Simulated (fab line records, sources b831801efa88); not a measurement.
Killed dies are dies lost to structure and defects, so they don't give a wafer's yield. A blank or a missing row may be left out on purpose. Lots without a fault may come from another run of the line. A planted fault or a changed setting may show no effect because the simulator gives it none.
Tool commonality check | flow sky130 | 12 lots, 36 wafers sampled

WHY IT WAS OPENED
At SKY_SONOS_ONO_THK_MEAS_03 the reading SONOS_ONO_CVD_02_THK is flagged on 1 of 12 lots. Wafers without a fault read 10.46 nm, standard deviation 0.13.
Rule: a lot is flagged when every wafer of it that has a number lies more than 4 standard deviations from that mean, or none has a number. The other lots count as sound.

lot  | measured     | on            | SONOS_ONO_CVD_02_THK (nm), wafer by wafer | flag
L681 | day 11 09:51 | film_metro-01 | 10.48 10.72 10.57                         |
L682 | day 12 00:40 | film_metro-04 | 10.44 10.56 10.51                         |
L684 | day 12 12:40 | film_metro-03 | 10.39 10.42 10.61                         |
L685 | day 12 18:16 | film_metro-03 | 10.45 10.41 10.45                         |
L686 | day 13 07:53 | film_metro-01 | 10.36 10.38 10.40                         |
L688 | day 13 22:11 | film_metro-01 | 10.34 10.27 10.43                         |
L689 | day 14 07:52 | film_metro-03 | 10.66 10.73 10.58                         |
L690 | day 14 07:53 | film_metro-04 | 10.44 10.44 10.47                         |
L693 | day 15 12:04 | film_metro-01 | 15.88 16.03 15.74                         | FLAGGED
L702 | day 18 11:55 | film_metro-03 | 10.56 10.55 10.53                         |
L703 | day 18 23:49 | film_metro-01 | 10.52 10.68 10.52                         |
L704 | day 19 09:10 | film_metro-04 | 10.38 10.41 10.32                         |
The numbers of the flagged lots are 15.88 nm on average: +5.42 nm against the usual, or +42 standard deviations.

WHICH TOOL RAN EACH LOT
The record holds 1 process step before the reading, out of a route of 708 steps. In each cell: the tool, then ch and the chambers that the sampled wafers went through, then the start.
lot  | flag    | SKY_SONOS_ONO_CVD_02
L681 |         | lpcvd-02 ch 0, day 11 08:47
L682 |         | lpcvd-02 ch 0, day 11 23:35
L684 |         | lpcvd-02 ch 0, day 12 11:35
L685 |         | lpcvd-02 ch 1, day 12 17:13
L686 |         | lpcvd-02 ch 0, day 13 06:50
L688 |         | lpcvd-02 ch 0, day 13 21:08
L689 |         | lpcvd-02 ch 0, day 14 06:49
L690 |         | lpcvd-02 ch 0, day 14 06:49
L693 | FLAGGED | lpcvd-02 ch 0, day 15 10:29
L702 |         | lpcvd-02 ch 0, day 18 10:51
L703 |         | lpcvd-02 ch 0, day 18 22:45
L704 |         | lpcvd-02 ch 1, day 19 08:07
What these steps do:
- SKY_SONOS_ONO_CVD_02: deposits Si3N4 from DCS/NH3, target thk 10.5 nm, time 180 s.
- SKY_SONOS_ONO_THK_MEAS_03

FLAGGED OVER TOTAL, TOOL BY TOOL (the gauges that took the reading come last)
step                      | tool          | lots run | flagged | share of the flagged lots | sound lots run after its first flagged lot
SKY_SONOS_ONO_CVD_02      | lpcvd-02      | 12       | 1       | all                       | 3 (L702,L703,L704)
SKY_SONOS_ONO_THK_MEAS_03 | film_metro-01 | 5        | 1       | all                       | 1 (L703)
SKY_SONOS_ONO_THK_MEAS_03 | film_metro-03 | 4        | 0       | none                      | -
SKY_SONOS_ONO_THK_MEAS_03 | film_metro-04 | 3        | 0       | none                      | -

WHAT THE TABLE ALLOWS
2 rows of the table ran every flagged lot: lpcvd-02 at SKY_SONOS_ONO_CVD_02, film_metro-01 at SKY_SONOS_ONO_THK_MEAS_03.
- lpcvd-02 at SKY_SONOS_ONO_CVD_02: 1 of its 12 lots flagged. Sound lots ran on it after the first flagged one (L702, L703, L704), which a lasting fault on the whole tool wouldn't allow. Its own readings lie more than 4 standard deviations out on every wafer of the flagged lots: spike_tc_bottom_C, spike_tc_centre_C, spike_tc_lower_C, spike_tc_top_C, spike_tc_upper_C, susceptor_temp_C, zone_power_upper_pct.
- film_metro-01 at SKY_SONOS_ONO_THK_MEAS_03: 1 of its 5 lots flagged. Sound lots ran on it after the first flagged one (L703), which a lasting fault on the whole tool wouldn't allow.
No row of the table ran every flagged lot and no sound lot after the first.

WHAT THE SIMULATOR HAD PUT IN
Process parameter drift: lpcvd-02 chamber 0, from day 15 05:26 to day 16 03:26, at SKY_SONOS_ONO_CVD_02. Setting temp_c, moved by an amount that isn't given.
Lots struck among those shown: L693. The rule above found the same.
